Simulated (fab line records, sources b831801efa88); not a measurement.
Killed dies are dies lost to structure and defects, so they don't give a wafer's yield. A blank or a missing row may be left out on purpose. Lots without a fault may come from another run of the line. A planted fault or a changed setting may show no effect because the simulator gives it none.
fab line records | flow gf180mcu
record lots=5 wafers=15 last_day=34
route steps=602 shown M1@317 V1@335
lots that met no fault: from a run of the same line without faults
start_h: hours from the record's first day to the start of the lot's first wafer shown | wait_h: hours since the lot's step before | " the same as in the row above | L1.1+2: a row that stands for several wafers | - no value, or no start given | * or withheld: withheld | < > ~ a bound
route shown NAME@n: a module of which the file shows steps, and the number in the route of the first | usual: mean/standard deviation of fault-free wafers | same: alike in all rows | chamber/n: place in a boat | sites: the reading at each site | _std_site: their standard deviation | _edge_site: outer sites' mean less inner sites' | radius_mm: how far each site lies from the wafer's centre | mask NAME#n: copy n | behind: the tool/chamber that last shaped the wafer | hold: why the lot was held/for how many hours/how that ended | device: the transistor (n, p or np) that didn't switch | end of line: the same wafers' tests at the end of the route | a step without rows: its recipe alone | killed: dies lost to structure and defects at the first sort, not the wafer's yield | map: a wafer's dies, x killed, . not, _ none there
set.NAME: the setting as run; set.NAME@STEP: as run at that earlier step | model.NAME: the simulator's own value behind a step, which no gauge read
lots at some steps of the route; a table a step, a row a wafer
services: from which hour (start_h, from the record's first day; less than 0 if before it) a tool's chamber was out of use, for how many hours, and why
## steps
# step GF_M1_SPUTTER_02
# recipe material=AlCu target_thk_nm=450 power_w=10600 time_s=23.9 chamber_pressure_pa=0.4
# usual throttle_valve_pct=30.5/1.2
# columns lot.wafer tool chamber start_h wait_h throttle_valve_pct
L075.2 pvd_sputter-01 - 371.63 0.0 30.5
L075.3 " - " " 30.7
L075.4 " - " " 29.0
L081.2 pvd_sputter-04 - 425.31 0.0 28.5
L081.3 " - " " 30.4
L081.4 " - " " 31.4
L092.2 pvd_sputter-03 - 531.62 0.0 32.3
L092.4 " - " " 31.9
L092.5 " - " " 31.9
L093.1 pvd_sputter-01 - 543.28 0.0 29.0
L093.2 " - " " 30.7
L093.4 " - " " 29.2
L097.2 pvd_sputter-04 - 564.46 0.0 28.5
L097.3 " - " " 31.6
L097.5 " - " " 31.7
# step GF_M1_SPUTTER_03
# recipe material=Ti target_thk_nm=10 substrate_temp_c=300 chamber_pressure_pa=0.3 power_w=3000 time_s=6.7
# usual throttle_valve_pct=30.5/1.1
# columns lot.wafer tool chamber start_h wait_h throttle_valve_pct
L075.2 pvd_sputter-01 - 371.66 0.0 30.7
L075.3 " - " " 30.9
L075.4 " - " " 29.0
L081.2 pvd_sputter-04 - 425.34 0.0 28.6
L081.3 " - " " 30.6
L081.4 " - " " 31.6
L092.2 pvd_sputter-03 - 531.65 0.0 32.1
L092.4 " - " " 31.9
L092.5 " - " " 32.1
L093.1 pvd_sputter-01 - 543.31 0.0 28.9
L093.2 " - " " 30.8
L093.4 " - " " 29.1
L097.2 pvd_sputter-04 - 564.49 0.0 28.7
L097.3 " - " " 31.8
L097.5 " - " " 31.7
# step GF_M1_SPUTTER_04
# recipe material=TiN target_thk_nm=50 power_w=6500 time_s=41.7 chamber_pressure_pa=0.4
# usual throttle_valve_pct=30.5/1.2
# columns lot.wafer tool chamber start_h wait_h throttle_valve_pct
L075.2 pvd_sputter-01 - 371.68 0.0 30.3
L075.3 " - " " 30.8
L075.4 " - " " 28.8
L081.2 pvd_sputter-04 - 425.36 0.0 28.6
L081.3 " - " " 30.4
L081.4 " - " " 31.6
L092.2 pvd_sputter-03 - 531.67 0.0 32.2
L092.4 " - " " 32.1
L092.5 " - " " 32.3
L093.1 pvd_sputter-01 - 543.33 0.0 29.0
L093.2 " - " " 31.0
L093.4 " - " " 29.1
L097.2 pvd_sputter-04 - 564.52 0.0 28.6
L097.3 " - " " 31.5
L097.5 " - " " 31.7
# step GF_M1_RS_MEAS_05
# recipe thk_meas_gauge=four-point-probe reads=TiN_of_M1_SPUTTER_04+Ti_of_M1_SPUTTER_03+AlCu_of_M1_SPUTTER_02+TiN_of_M1_SPUTTER_01+Ti_of_M1_SPUTTER_00
# usual M1_ALCU_RS=0.0692/0.00073
# columns lot.wafer tool chamber start_h wait_h M1_ALCU_RS[ohm/sq]
L075.2 film_metro-04 - 371.74 0.0 0.0692
L075.3 " - " " 0.0691
L075.4 " - " " 0.0692
L081.2 film_metro-03 - 425.42 0.0 0.0686
L081.3 " - " " 0.0671
L081.4 " - " " 0.0689
L092.2 film_metro-03 - 531.73 0.0 0.0700
L092.4 " - " " 0.0698
L092.5 " - " " 0.0702
L093.1 film_metro-03 - 543.37 0.0 0.0685
L093.2 " - " " 0.0692
L093.4 " - " " 0.0691
L097.2 film_metro-03 - 564.57 0.0 0.0683
L097.3 " - " " 0.0695
L097.5 " - " " 0.0693
# step GF_M1_THK_MEAS_06
# recipe thk_meas_gauge=xrf reads=AlCu_of_M1_SPUTTER_02
# usual M1_ALCU_THK=453/6.1
# columns lot.wafer tool chamber start_h wait_h M1_ALCU_THK[nm]
L075.2 film_metro-04 - 371.85 0.1 457
L075.3 " - " " 457
L075.4 " - " " 454
L081.2 film_metro-03 - 425.53 0.1 459
L081.3 " - " " 467
L081.4 " - " " 456
L092.2 film_metro-03 - 531.84 0.1 445
L092.4 " - " " 447
L092.5 " - " " 446
L093.1 film_metro-03 - 543.49 0.1 455
L093.2 " - " " 452
L093.4 " - " " 450
L097.2 film_metro-03 - 564.68 0.1 459
L097.3 " - " " 452
L097.5 " - " " 453
# step GF_M1_DEHYDRATE_07
# recipe temp_c=200 time_s=60
# columns lot.wafer tool chamber start_h wait_h
L075.2+3+4 litho_track-01 0 382.63 10.8
L081.2+3+4 litho_track-01 0 437.13 11.6
L092.2+4+5 litho_track-01 0 542.82 11.0
L093.1+2+4 litho_track-04 0 553.94 10.4
L097.2+3+5 litho_track-04 0 574.96 10.3
# step GF_M1_HMDS_08
# recipe prime_time_s=60 prime_temp_c=120
# columns lot.wafer tool chamber start_h wait_h
L075.2+3+4 litho_track-01 0 382.78 0.1
L081.2+3+4 litho_track-01 0 437.28 0.1
L092.2+4+5 litho_track-01 0 542.97 0.1
L093.1+2+4 litho_track-04 0 554.09 0.1
L097.2+3+5 litho_track-04 0 575.11 0.1
# step GF_M1_COAT_09
# recipe resist=KrF spin_rpm=withheld resist_thk_nm=1000
# columns lot.wafer tool chamber start_h wait_h
L075.2+3+4 litho_track-01 0 382.93 0.1
L081.2+3+4 litho_track-01 0 437.43 0.1
L092.2+4+5 litho_track-01 0 543.12 0.1
L093.1+2+4 litho_track-04 0 554.24 0.1
L097.2+3+5 litho_track-04 0 575.26 0.1
# step GF_M1_SOFTBAKE_10
# recipe temp_c=130 time_s=60 resist=KrF
# columns lot.wafer tool chamber start_h wait_h
L075.2+3+4 litho_track-01 0 383.08 0.1
L081.2+3+4 litho_track-01 0 437.58 0.1
L092.2+4+5 litho_track-01 0 543.27 0.1
L093.1+2+4 litho_track-04 0 554.39 0.1
L097.2+3+5 litho_track-04 0 575.41 0.1
# step GF_M1_EXPOSE_11
# recipe mask_id=Metal1 target_cd_nm=230 na=0.68 source_shape=conventional sigma_outer=0.6 dose_mj=28
# same sigma_outer=0.6
# columns lot.wafer tool chamber start_h wait_h mask
L075.2+3+4 krf_scanner-02 0 - - Metal1#0
L081.2+3+4 krf_scanner-01 0 - - Metal1#0
L092.2+4+5 krf_scanner-02 0 - - Metal1#0
L093.1+2+4 krf_scanner-02 0 - - Metal1#0
L097.2+3+5 krf_scanner-01 0 - - Metal1#0
# step GF_M1_PEB_12
# recipe peb_temp_c=135 peb_time_s=90 resist=KrF
# columns lot.wafer tool chamber start_h wait_h
L075.2+3+4 litho_track-01 0 - -
L081.2+3+4 litho_track-02 0 - -
L092.2+4+5 litho_track-01 0 - -
L093.1+2+4 litho_track-02 0 - -
L097.2+3+5 litho_track-01 0 - -
# step GF_M1_DEVELOP_13
# recipe develop_time_s=60 dev_temp_c=21
# columns lot.wafer tool chamber start_h wait_h
L075.2+3+4 litho_track-01 0 393.68 0.2
L081.2+3+4 litho_track-02 0 449.67 0.2
L092.2+4+5 litho_track-01 0 554.27 0.2
L093.1+2+4 litho_track-02 0 565.34 0.2
L097.2+3+5 litho_track-01 0 585.72 0.2
# step GF_M1_CD_MEAS_14
# recipe target_cd_nm=230
# usual cd_nm=230.2/1.1
# columns lot.wafer tool chamber start_h wait_h cd_nm
L075.2 cd_sem-01 - 393.82 0.1 232.0
L075.3 " - " " 231.0
L075.4 " - " " 230.4
L081.2 cd_sem-02 - 449.82 0.1 231.1
L081.3 " - " " 229.7
L081.4 " - " " 231.3
L092.2 cd_sem-01 - 554.42 0.1 231.6
L092.4 " - " " 230.1
L092.5 " - " " 229.4
L093.1 cd_sem-02 - 565.49 0.1 230.7
L093.2 " - " " 231.8
L093.4 " - " " 230.0
L097.2 cd_sem-01 - 585.87 0.1 229.4
L097.3 " - " " 229.8
L097.5 " - " " 229.1
# step GF_M1_OVL_MEAS_15
# usual M1_OVL=1/5.3
# columns lot.wafer tool chamber start_h wait_h M1_OVL[nm]
L075.2 overlay-02 - 393.93 0.1 6
L075.3 " - " " 3
L075.4 " - " " 3
L081.2 overlay-01 - 449.92 0.1 -6
L081.3 " - " " 5
L081.4 " - " " -3
L092.2 overlay-02 - 554.53 0.1 -1
L092.4 " - " " 2
L092.5 " - " " -2
L093.1 overlay-02 - 565.61 0.1 7
L093.2 " - " " 3
L093.4 " - " " 12
L097.2 overlay-02 - 585.97 0.1 1
L097.3 " - " " 0
L097.5 " - " " 5
# step GF_M1_METAL_ETCH_16
# recipe chemistry=Cl2/BCl3 mask_material=KrF target_depth_nm=750.8 stop_on=SiO2 pressure_mtorr=8 icp_w=800 bias_w=140 Cl2_flow_sccm=80 bcl3_flow_sccm=40 time_s=125.1
# usual bcl3_flow_sccm=40.02/0.12 drypump_motor_current_A=5.2/0.35 oes_product_au=0.988/0.009 throttle_valve_pct=28.232/0.012
# columns lot.wafer tool chamber start_h wait_h bcl3_flow_sccm drypump_motor_current_A oes_product_au rf_hours_counter_h throttle_valve_pct
L075.2 rie_metal-03 0 394.00 0.1 40.17 5.4 0.997 - 28.220
L075.3 " 0 " " 40.11 5.4 0.996 - 28.221
L075.4 " 0 " " 40.06 5.4 0.994 - 28.211
L081.2 rie_metal-01 1 449.95 0.0 40.03 5.7 0.984 6.0 28.224
L081.3 " 1 " " 40.13 5.7 0.993 - 28.252
L081.4 " 0 " " 40.17 5.6 0.979 - 28.254
L092.2 rie_metal-02 0 554.56 0.0 40.10 4.8 0.996 7.9 28.230
L092.4 " 1 " " 40.03 5.0 0.991 - 28.230
L092.5 " 1 " " 40.13 5.0 0.991 - 28.226
L093.1 rie_metal-03 1 565.65 0.0 39.90 4.9 0.997 6.6 28.231
L093.2 " 0 " " 40.08 5.4 0.992 4.2 28.220
L093.4 " 1 " " 39.96 4.9 0.996 - 28.216
L097.2 rie_metal-02 0 586.00 0.0 39.90 4.8 0.990 9.0 28.237
L097.3 " 1 " " 40.09 5.1 1.001 - 28.232
L097.5 " 0 " " 40.01 4.8 0.990 - 28.220
# step GF_M1_STRIP_17
# recipe chemistry=O2/N2 power_w=1400 pressure_mtorr=1500 platen_temp_c=250 o2_flow_sccm=3000 n2_flow_sccm=300 overash_fraction=0.5
# usual drypump_motor_current_A=5.70/0.28 heater_power_w=345/37 oes_product_au=0.539/0.0059 strip_time_to_endpoint_s=7.41/0.087
# columns lot.wafer tool chamber start_h wait_h drypump_motor_current_A heater_power_w oes_product_au rf_hours_counter_h strip_time_to_endpoint_s
L075.2 plasma_asher-02 0 394.22 0.2 5.57 366 0.535 74 7.35
L075.3 " 0 " " 5.59 366 0.533 - 7.33
L075.4 " 1 " " 5.53 267 0.538 - 7.38
L081.2 plasma_asher-03 1 450.08 0.1 6.32 347 0.546 66 7.53
L081.3 " 0 " " 5.46 355 0.544 - 7.54
L081.4 " 1 " " 6.32 356 0.548 - 7.55
L092.2 plasma_asher-04 0 554.68 0.1 5.46 355 0.543 92 7.34
L092.4 " 0 " " 5.46 358 0.526 - 7.32
L092.5 " 1 " " 5.92 370 0.536 - 7.33
L093.1 plasma_asher-02 1 565.78 0.1 5.53 255 0.541 14 7.36
L093.2 " 0 " " 5.60 333 0.540 14 7.42
L093.4 " 0 " " 5.58 333 0.541 - 7.31
L097.2 plasma_asher-03 1 586.13 0.1 6.30 355 0.536 81 7.37
L097.3 " 1 " " 6.33 353 0.531 - 7.27
L097.5 " 0 " " 5.47 362 0.537 - 7.41
# step GF_M1_STRIP_18
# recipe chemistry=post_etch_residue_remover time_s=1200 temp_c=72.5
# columns lot.wafer tool chamber start_h wait_h
L075.2+3+4 wet_bench-02 1 394.32 0.1
L081.2+3+4 wet_bench-01 2 450.18 0.1
L092.2+4+5 wet_bench-04 1 554.78 0.1
L093.1+2+4 wet_bench-02 0 565.88 0.1
L097.2+3+5 wet_bench-01 2 586.23 0.1
# step GF_M1_CLEAN_19
# recipe chemistry=DIW dry=n2_spin
# columns lot.wafer tool chamber start_h wait_h
L075.2+3+4 wet_bench-01 0 394.69 0.0
L081.2+3+4 wet_bench-02 3 450.52 0.0
L092.2+4+5 wet_bench-01 2 555.13 0.0
L093.1+2+4 wet_bench-04 3 566.22 0.0
L097.2+3+5 wet_bench-04 3 586.58 0.0
# step GF_V1_CVD_00
# recipe material=SiO2 target_thk_nm=600 sigma_open_frac=0.3 temp_c=400 time_s=100 sih4_flow_sccm=62 pressure_mtorr=6
# columns lot.wafer tool chamber start_h wait_h
L075.2+3+4 hdpcvd-02 0,1,1 394.78 0.0
L081.2+3+4 hdpcvd-01 1,0,1 450.61 0.0
L092.2+4+5 hdpcvd-01 1,1,0 555.23 0.0
L093.1+2+4 hdpcvd-02 1,0,1 566.32 0.0
L097.2+3+5 hdpcvd-01 1,2,1 586.67 0.0
# step GF_V1_THK_MEAS_01
# recipe reads=SiO2_of_V1_CVD_00
# usual V1_CVD_00_THK=616/7.7
# columns lot.wafer tool chamber start_h wait_h V1_CVD_00_THK[nm]
L075.2 film_metro-04 - 394.86 0.0 620
L075.3 " - " " 617
L075.4 " - " " 623
L081.2 film_metro-01 - 450.70 0.0 613
L081.3 " - " " 621
L081.4 " - " " 615
L092.2 film_metro-02 - 555.31 0.0 603
L092.4 " - " " 605
L092.5 " - " " 626
L093.1 film_metro-04 - 566.39 0.0 619
L093.2 " - " " 607
L093.4 " - " " 624
L097.2 film_metro-04 - 586.75 0.0 610
L097.3 " - " " 613
L097.5 " - " " 619
# step GF_V1_CVD_02
# recipe material=SiO2 target_thk_nm=850 precursor=TEOS temp_c=400 time_s=94.851 rf_w=600
# usual heater_power_w=615/80
# columns lot.wafer tool chamber start_h wait_h heater_power_w
L075.2 pecvd-02 1 394.91 0.0 724
L075.3 " 2 " " 577
L075.4 " 1 " " 753
L081.2 pecvd-01 2 450.75 0.0 463
L081.3 " 1 " " 583
L081.4 " 2 " " 524
L092.2 pecvd-02 1 555.36 0.0 696
L092.4 " 2 " " 636
L092.5 " 0 " " 723
L093.1 pecvd-01 2 566.45 0.1 542
L093.2 " 1 " " 674
L093.4 " 2 " " 558
L097.2 pecvd-03 2 586.80 0.0 634
L097.3 " 0 " " 680
L097.5 " 2 " " 574
# step GF_V1_THK_MEAS_03
# recipe reads=SiO2_of_V1_CVD_02
# usual V1_CVD_02_THK=852/13
# columns lot.wafer tool chamber start_h wait_h V1_CVD_02_THK[nm]
L075.2 film_metro-01 - 394.99 0.0 859
L075.3 " - " " 850
L075.4 " - " " 871
L081.2 film_metro-04 - 450.86 0.1 848
L081.3 " - " " 851
L081.4 " - " " 855
L092.2 film_metro-01 - 555.44 0.0 874
L092.4 " - " " 863
L092.5 " - " " 868
L093.1 film_metro-02 - 566.52 0.0 852
L093.2 " - " " 842
L093.4 " - " " 865
L097.2 film_metro-02 - 586.91 0.1 830
L097.3 " - " " 861
L097.5 " - " " 844
# step GF_V1_CMP_04
# recipe material=SiO2 down_force_psi=4 platen_rpm=60 pad_velocity_m_s=0.94248
# usual motor_current_A=12.3/1.1 time_to_endpoint_s=80/7.1
# columns lot.wafer tool chamber start_h wait_h motor_current_A time_to_endpoint_s
L075.2 cmp-01 0 395.09 0.1 11.6 93
L075.4 " 1 " " 12.5 88
L075.3 " 2 " " 11.3 84
L081.4 cmp-01 0 450.96 0.1 11.3 88
L081.3 " 1 " " 13.3 82
L081.2 " 2 " " 11.8 82
L092.2 cmp-02 0 555.54 0.1 12.3 90
L092.4 " 2 " " 12.4 88
L092.5 " 3 " " 11.8 83
L093.2 cmp-01 3 566.58 0.0 12.0 74
L093.1 " 0 " " 11.6 89
L093.4 " 1 " " 12.4 86
L097.3 cmp-02 3 587.01 0.1 11.0 74
L097.2 " 1 " " 14.1 63
L097.5 " 2 " " 11.8 76
# step GF_V1_BOW_MEAS_05
# recipe mode=bow
# usual V1_BOW=82/7.2
# columns lot.wafer tool chamber start_h wait_h V1_BOW[um]
L075.2 film_metro-01 - 395.36 0.2 85
L075.3 " - " " 82
L075.4 " - " " 84
L081.2 film_metro-01 - 451.23 0.1 86
L081.3 " - " " 69
L081.4 " - " " 76
L092.2 film_metro-04 - 555.81 0.2 95
L092.4 " - " " 87
L092.5 " - " " 83
L093.1 film_metro-01 - 566.88 0.2 84
L093.2 " - " " 86
L093.4 " - " " 92
L097.2 film_metro-01 - 587.28 0.1 83
L097.3 " - " " 75
L097.5 " - " " 78
# step GF_V1_DEHYDRATE_06
# recipe temp_c=200 time_s=60
# columns lot.wafer tool chamber start_h wait_h
L075.2+3+4 litho_track-01 0 406.38 11.0
L081.2+3+4 litho_track-01 0 463.08 11.8
L092.2+4+5 litho_track-01 0 566.42 10.6
L093.1+2+4 litho_track-03 0 577.08 10.2
L097.2+3+5 litho_track-04 0 597.41 10.1
# step GF_V1_HMDS_07
# recipe prime_time_s=60 prime_temp_c=120
# columns lot.wafer tool chamber start_h wait_h
L075.2+3+4 litho_track-01 0 406.53 0.1
L081.2+3+4 litho_track-01 0 463.23 0.1
L092.2+4+5 litho_track-01 0 566.57 0.1
L093.1+2+4 litho_track-03 0 577.23 0.1
L097.2+3+5 litho_track-04 0 597.56 0.1
# step GF_V1_COAT_08
# recipe resist=BARC temp_c=withheld time_s=withheld spin_rpm=withheld resist_thk_nm=withheld
# columns lot.wafer tool chamber start_h wait_h
L075.2+3+4 litho_track-01 0 406.68 0.1
L081.2+3+4 litho_track-01 0 463.38 0.1
L092.2+4+5 litho_track-01 0 566.72 0.1
L093.1+2+4 litho_track-03 0 577.38 0.1
L097.2+3+5 litho_track-04 0 597.71 0.1
# step GF_V1_COAT_09
# recipe resist=KrF spin_rpm=withheld resist_thk_nm=1000
# columns lot.wafer tool chamber start_h wait_h
L075.2+3+4 litho_track-01 0 - -
L081.2+3+4 litho_track-01 0 - -
L092.2+4+5 litho_track-01 0 - -
L093.1+2+4 litho_track-03 0 - -
L097.2+3+5 litho_track-04 0 - -
# step GF_V1_SOFTBAKE_10
# recipe temp_c=129.3 time_s=60 resist=KrF
# columns lot.wafer tool chamber start_h wait_h
L075.2+3+4 litho_track-01 0 - -
L081.2+3+4 litho_track-01 0 - -
L092.2+4+5 litho_track-01 0 - -
L093.1+2+4 litho_track-03 0 - -
L097.2+3+5 litho_track-04 0 - -
# step GF_V1_EXPOSE_11
# recipe mask_id=Via1 target_cd_nm=260 na=0.68 source_shape=conventional sigma_outer=0.6 dose_mj=38
# same sigma_outer=0.6
# columns lot.wafer tool chamber start_h wait_h mask
L075.2+3+4 krf_scanner-02 0 - - Via1#0
L081.2+3+4 krf_scanner-02 0 - - Via1#0
L092.2+4+5 krf_scanner-02 0 - - Via1#0
L093.1+2+4 krf_scanner-02 0 - - Via1#0
L097.2+3+5 krf_scanner-01 0 - - Via1#0
# step GF_V1_PEB_12
# recipe peb_temp_c=135 peb_time_s=90 resist=KrF
# columns lot.wafer tool chamber start_h wait_h
L075.2+3+4 litho_track-04 0 - -
L081.2+3+4 litho_track-01 0 - -
L092.2+4+5 litho_track-04 0 - -
L093.1+2+4 litho_track-04 0 - -
L097.2+3+5 litho_track-04 0 - -
# step GF_V1_DEVELOP_13
# recipe develop_time_s=60 resist=KrF dev_temp_c=21
# columns lot.wafer tool chamber start_h wait_h
L075.2+3+4 litho_track-04 0 418.17 0.2
L081.2+3+4 litho_track-01 0 475.53 0.2
L092.2+4+5 litho_track-04 0 577.61 0.2
L093.1+2+4 litho_track-04 0 588.19 0.2
L097.2+3+5 litho_track-04 0 608.16 0.2
# step GF_V1_CD_MEAS_14
# recipe target_cd_nm=260
# usual cd_nm=259.6/1.2
# columns lot.wafer tool chamber start_h wait_h cd_nm
L075.2 cd_sem-01 - 418.34 0.1 259.0
L075.3 " - " " 259.9
L075.4 " - " " 258.9
L081.2 cd_sem-01 - 475.67 0.1 261.2
L081.3 " - " " 259.0
L081.4 " - " " 260.8
L092.2 cd_sem-02 - 577.76 0.1 258.2
L092.4 " - " " 259.2
L092.5 " - " " 259.0
L093.1 cd_sem-02 - 588.34 0.1 261.2
L093.2 " - " " 260.8
L093.4 " - " " 261.6
L097.2 cd_sem-02 - 608.31 0.1 260.5
L097.3 " - " " 260.1
L097.5 " - " " 260.6
# step GF_V1_OVL_MEAS_15
# usual V1_OVL=2/5.5
# columns lot.wafer tool chamber start_h wait_h V1_OVL[nm]
L075.2 overlay-02 - 418.44 0.1 -3
L075.3 " - " " 7
L075.4 " - " " 3
L081.2 overlay-01 - 475.78 0.1 0
L081.3 " - " " 4
L081.4 " - " " 1
L092.2 overlay-01 - 577.87 0.1 1
L092.4 " - " " 2
L092.5 " - " " -7
L093.1 overlay-01 - 588.46 0.1 -3
L093.2 " - " " -2
L093.4 " - " " -13
L097.2 overlay-02 - 608.42 0.1 2
L097.3 " - " " 0
L097.5 " - " " -2
# step GF_V1_ETCH_16
# recipe chemistry=N2/H2 target_depth_a=withheld overetch_a=withheld time_s=withheld target=BARC ion_energy_ev=200 source_w=500 bias_w=100 pressure_mtorr=30 n2_flow_sccm=100 h2_flow_sccm=200
# usual drypump_motor_current_A=5.7/0.42 oes_product_au=0.855/0.0048 throttle_valve_pct=13.225/0.0093
# columns lot.wafer tool chamber start_h wait_h drypump_motor_current_A oes_product_au throttle_valve_pct
L075.2 rie_diel-02 2 418.47 0.0 5.5 0.851 13.229
L075.3 " 1 " " 5.6 0.851 13.220
L075.4 " 0 " " 6.0 0.859 13.228
L081.2 rie_diel-02 3 475.81 0.0 4.8 0.852 13.225
L081.3 " 0 " " 6.0 0.849 13.217
L081.4 " 1 " " 5.7 0.860 13.241
L092.2 rie_diel-03 2 577.90 0.0 6.3 0.856 13.226
L092.4 " 0 " " 5.2 0.852 13.224
L092.5 " 1 " " 5.9 0.850 13.217
L093.1 rie_diel-03 3 588.50 0.0 5.4 0.859 13.219
L093.2 " 1 " " 5.9 0.848 13.199
L093.4 " 2 " " 6.3 0.858 13.230
L097.2 rie_diel-02 1 608.45 0.0 5.7 0.854 13.234
L097.3 " 2 " " 5.5 0.849 13.221
L097.5 " 3 " " 4.7 0.853 13.214
# step GF_V1_ETCH_17
# recipe chemistry=C4F8/O2/Ar mask_material=KrF target=SiO2 stop_on=TiN source_w=1500 bias_w=1200 pressure_mtorr=40 c4f8_flow_sccm=withheld O2_flow_sccm=6 Ar_flow_sccm=300 time_s=withheld target_depth_a=6300
# usual oes_product_au=0.855/0.0048
# columns lot.wafer tool chamber start_h wait_h oes_product_au
L075.2 rie_diel-02 2 - - 0.865
L075.3 " 1 " " 0.854
L075.4 " 0 " " 0.853
L081.2 rie_diel-02 3 - - 0.857
L081.3 " 0 " " 0.843
L081.4 " 1 " " 0.864
L092.2 rie_diel-03 2 - - 0.858
L092.4 " 0 " " 0.860
L092.5 " 1 " " 0.858
L093.1 rie_diel-03 3 - - 0.865
L093.2 " 1 " " 0.851
L093.4 " 2 " " 0.848
L097.2 rie_diel-02 1 - - 0.853
L097.3 " 2 " " 0.854
L097.5 " 3 " " 0.855
# step GF_V1_STRIP_18
# recipe chemistry=O2/N2 power_w=1400 pressure_mtorr=1500 platen_temp_c=250 o2_flow_sccm=3000 n2_flow_sccm=300 overash_fraction=0.5
# usual drypump_motor_current_A=5.44/0.26 heater_power_w=352/50 oes_product_au=0.593/0.0044
# columns lot.wafer tool chamber start_h wait_h drypump_motor_current_A heater_power_w oes_product_au rf_hours_counter_h
L075.2 plasma_asher-02 1 418.60 - 5.55 265 0.592 76
L075.3 " 0 " " 5.63 356 0.601 -
L075.4 " 1 " " 5.53 267 0.594 -
L081.2 plasma_asher-01 1 475.94 - 5.10 422 0.602 35
L081.3 " 0 " " 5.58 330 0.590 -
L081.4 " 1 " " 5.12 421 0.591 -
L092.2 plasma_asher-04 0 578.02 - 5.47 363 0.589 94
L092.4 " 0 " " 5.47 363 0.590 -
L092.5 " 0 " " 5.48 360 0.591 -
L093.1 plasma_asher-01 0 588.62 - 5.58 318 0.600 46
L093.2 " 1 " " 5.07 408 0.590 46
L093.4 " 1 " " 5.08 418 0.601 -
L097.2 plasma_asher-01 0 608.57 - 5.60 331 0.593 48
L097.3 " 1 " " 5.10 411 0.592 -
L097.5 " 1 " " 5.11 423 0.598 -
# step GF_V1_STRIP_19
# recipe chemistry=post_etch_residue_remover time_s=1200 temp_c=72.5
# columns lot.wafer tool chamber start_h wait_h
L075.2+3+4 wet_bench-02 3 418.70 0.1
L081.2+3+4 wet_bench-04 2 476.04 0.1
L092.2+4+5 wet_bench-02 2 578.12 0.1
L093.1+2+4 wet_bench-02 0 588.72 0.1
L097.2+3+5 wet_bench-04 0 608.67 0.1
# step GF_V1_CLEAN_20
# recipe chemistry=DIW dry=n2_spin
# columns lot.wafer tool chamber start_h wait_h
L075.2+3+4 wet_bench-02 3 419.04 0.0
L081.2+3+4 wet_bench-02 0 476.38 0.0
L092.2+4+5 wet_bench-03 1 578.47 0.0
L093.1+2+4 wet_bench-03 2 589.07 0.0
L097.2+3+5 wet_bench-03 1 609.02 0.0
# step GF_V1_SPUTTER_21
# recipe material=Ti target_thk_nm=15 chamber_pressure_pa=5 power_w=2500 substrate_temp_c=200 time_s=80.02
# usual throttle_valve_pct=30.2/0.85
# columns lot.wafer tool chamber start_h wait_h throttle_valve_pct
L075.2 pvd_sputter-02 - 419.13 0.0 30.8
L075.3 " - " " 30.5
L075.4 " - " " 30.7
L081.2 pvd_sputter-02 - 476.48 0.0 30.4
L081.3 " - " " 30.7
L081.4 " - " " 30.8
L092.2 pvd_sputter-01 - 578.56 0.0 29.2
L092.4 " - " " 29.1
L092.5 " - " " 30.6
L093.1 pvd_sputter-01 - 589.25 0.0 28.9
L093.2 " - " " 30.3
L093.4 " - " " 30.9
L097.2 pvd_sputter-01 - 609.11 0.0 29.0
L097.3 " - " " 30.6
L097.5 " - " " 29.1
# step GF_V1_SPUTTER_22
# recipe material=TiN target_thk_nm=10 chamber_pressure_pa=5 power_w=4000 time_s=40
# usual throttle_valve_pct=30.3/0.86
# columns lot.wafer tool chamber start_h wait_h throttle_valve_pct
L075.2 pvd_sputter-02 - 419.20 0.0 30.6
L075.3 " - " " 30.6
L075.4 " - " " 30.8
L081.2 pvd_sputter-02 - 476.54 0.0 30.5
L081.3 " - " " 30.7
L081.4 " - " " 30.9
L092.2 pvd_sputter-01 - 578.62 0.0 29.1
L092.4 " - " " 29.1
L092.5 " - " " 30.6
L093.1 pvd_sputter-01 - 589.31 0.0 29.0
L093.2 " - " " 30.4
L093.4 " - " " 30.9
L097.2 pvd_sputter-01 - 609.17 0.0 29.0
L097.3 " - " " 30.4
L097.5 " - " " 28.7
# step GF_V1_CVD_23
# recipe material=W target_thk_nm=350 time_s=105.05 temp_c=400 pressure_torr=40
# usual heater_power_w=876/110
# columns lot.wafer tool chamber start_h wait_h heater_power_w
L075.2 cvd_w-01 1 419.23 0.0 753
L075.3 " 0 " " 962
L075.4 " 1 " " 748
L081.2 cvd_w-01 0 476.58 0.0 960
L081.3 " 1 " " 771
L081.4 " 0 " " 941
L092.2 cvd_w-02 1 578.66 0.0 987
L092.4 " 1 " " 1018
L092.5 " 1 " " 992
L093.1 cvd_w-01 1 589.35 0.0 752
L093.2 " 0 " " 982
L093.4 " 1 " " 788
L097.2 cvd_w-02 0 609.21 0.0 773
L097.3 " 1 " " 1000
L097.5 " 0 " " 771
# step GF_V1_RS_MEAS_24
# recipe thk_meas_gauge=four-point-probe reads=W_of_V1_CVD_23+TiN_of_V1_SPUTTER_22+Ti_of_V1_SPUTTER_21
# usual V1_W_RS=0.332/0.0033
# columns lot.wafer tool chamber start_h wait_h V1_W_RS[ohm/sq]
L075.2 film_metro-04 - 419.37 0.1 0.333
L075.3 " - " " 0.329
L075.4 " - " " 0.335
L081.2 film_metro-02 - 476.71 0.1 0.331
L081.3 " - " " 0.335
L081.4 " - " " 0.332
L092.2 film_metro-02 - 578.79 0.1 0.336
L092.4 " - " " 0.333
L092.5 " - " " 0.335
L093.1 film_metro-04 - 589.46 0.1 0.337
L093.2 " - " " 0.329
L093.4 " - " " 0.335
L097.2 film_metro-04 - 609.34 0.1 0.329
L097.3 " - " " 0.333
L097.5 " - " " 0.327
## services
# columns tool chamber start_h hours kind
rie_diel-03 3 350.47 4.0 repair
krf_scanner-01 - 355.37 1.3 pm
krf_scanner-01 - 356.72 1.0 pm
krf_scanner-02 - 360.17 3.6 pm
pvd_sputter-02 - 364.91 4.7 repair
pvd_sputter-02 - 368.80 2.5 repair
krf_scanner-02 - 372.14 1.0 pm
cmp-01 - 373.49 3.1 pm
pvd_sputter-02 - 377.14 0.6 repair
pvd_sputter-04 - 384.16 8.0 repair
krf_scanner-02 - 436.87 2.2 repair
pvd_sputter-04 - 437.32 4.4 repair
krf_scanner-02 - 481.17 1.3 pm
wet_bench-02 - 485.83 1.2 repair
krf_scanner-02 - 496.05 0.8 pm
pvd_sputter-01 - 525.14 7.5 repair
wet_bench-01 - 530.66 1.7 repair
krf_scanner-02 - 541.14 1.0 pm
rie_diel-03 3 545.44 1.8 repair
pvd_sputter-02 - 556.04 0.9 repair
wet_bench-02 - 570.00 1.9 pm
krf_scanner-02 - 581.95 4.4 pm
pvd_sputter-04 - 595.17 2.0 repair
rie_diel-03 1 599.07 5.2 repair
## key
fault none
